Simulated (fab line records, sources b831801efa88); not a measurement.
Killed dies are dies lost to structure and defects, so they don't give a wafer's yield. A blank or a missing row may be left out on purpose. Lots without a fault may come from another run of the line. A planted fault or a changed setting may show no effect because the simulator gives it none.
One fault seen from 2 desks | flow sky130 | each desk has only its own numbers; what lay behind them comes last

THE TOOL OWNER'S DESK: rie_si-02
The tool's own readings at SKY_FIELD_ISO_ETCH_17 (etches Si in HBr/Cl2/O2, target depth 342 nm, time 97.7 s): means of the sampled wafers that have a number, for each lot that ran on this tool. A lot is out of limits, marked OUT, if its mean lies more than 4 standard deviations from the usual mean; the brackets give that distance.
Columns: A = drypump_motor_current_A at SKY_FIELD_ISO_ETCH_17, usual 5.6 A; B = he_backside_leak_sccm at SKY_FIELD_ISO_ETCH_17, usual 2.9 sccm; C = oes_product_au at SKY_FIELD_ISO_ETCH_17, usual 1.000 a.u.; D = throttle_valve_pct at SKY_FIELD_ISO_ETCH_17, usual 25.656 %
lot  | first seen here | A   | B   | C                | D
L792 | day 3 01:49     | 5.8 | 3.1 | 0.998            | 25.667
L793 | day 3 07:52     | 5.7 | 2.9 | 0.997            | 25.656
L796 | day 3 21:57     | 5.5 | 3.1 | 0.872 (-12) OUT  | 25.744 (+8.0) OUT
L800 | day 4 19:04     | 6.1 | 3.3 | 0.936 (-5.8) OUT | 25.709 (+4.8) OUT
This desk's finding: out of limits on L796, L800; first on L796, day 3 21:57 (oes_product_au at SKY_FIELD_ISO_ETCH_17). In limits: L792, L793.

THE METROLOGY DESK
What the gauges read, lot by lot, whatever tool the lot ran on: means of the sampled wafers that have a number. A lot is out of limits, marked OUT, if its mean lies more than 4 standard deviations from the usual mean; the brackets give that distance.
Columns: A = VT_ADJUST_HVTP_OVL at SKY_VT_ADJUST_HVTP_OVL_MEAS_08, usual -0.2 nm; B = cd_nm at SKY_VT_ADJUST_NCORE_CD_MEAS_07, usual 379.9 nm
lot  | first seen here | A    | B
L789 | day 6 06:13     | -2.6 | 379.9
L790 | day 6 10:22     | 0.1  | 378.3
L791 | day 6 19:26     | -0.7 | 379.3
L792 | day 7 01:47     | -1.8 | 381.7
L793 | day 7 08:27     | -0.0 | 383.4
L796 | day 7 23:28     | 0.2  | 378.1
L800 | day 8 23:27     | 0.9  | 382.2
L801 | day 9 04:58     | 1.8  | 382.3
L803 | day 9 19:19     | -2.7 | 381.0
L805 | day 10 06:10    | 0.6  | 382.7
L807 | day 10 16:35    | -1.5 | 378.0
L810 | day 11 13:52    | 1.8  | 379.4
L811 | day 11 17:41    | 0.3  | 377.8
This desk's finding: nothing out of limits on any of the 13 lots.

PUT TOGETHER
The tool owner's desk could have raised an alarm at day 3 21:57, on L796, L800.
The metrology desk saw nothing out of limits.
The metrology desk has L796, L800 on record, within its limits.
Of the lots named, all ran SKY_FIELD_ISO_ETCH_17 on rie_si-02.

WHAT THE SIMULATOR HAD PUT IN
Process parameter drift: rie_si-02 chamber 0, from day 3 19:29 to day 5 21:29, at SKY_FIELD_ISO_ETCH_17. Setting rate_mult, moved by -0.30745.
Lots struck among those shown: L796, L800.
Hours from the fault's start to each desk's first reading out of limits: the tool owner's desk, 2.
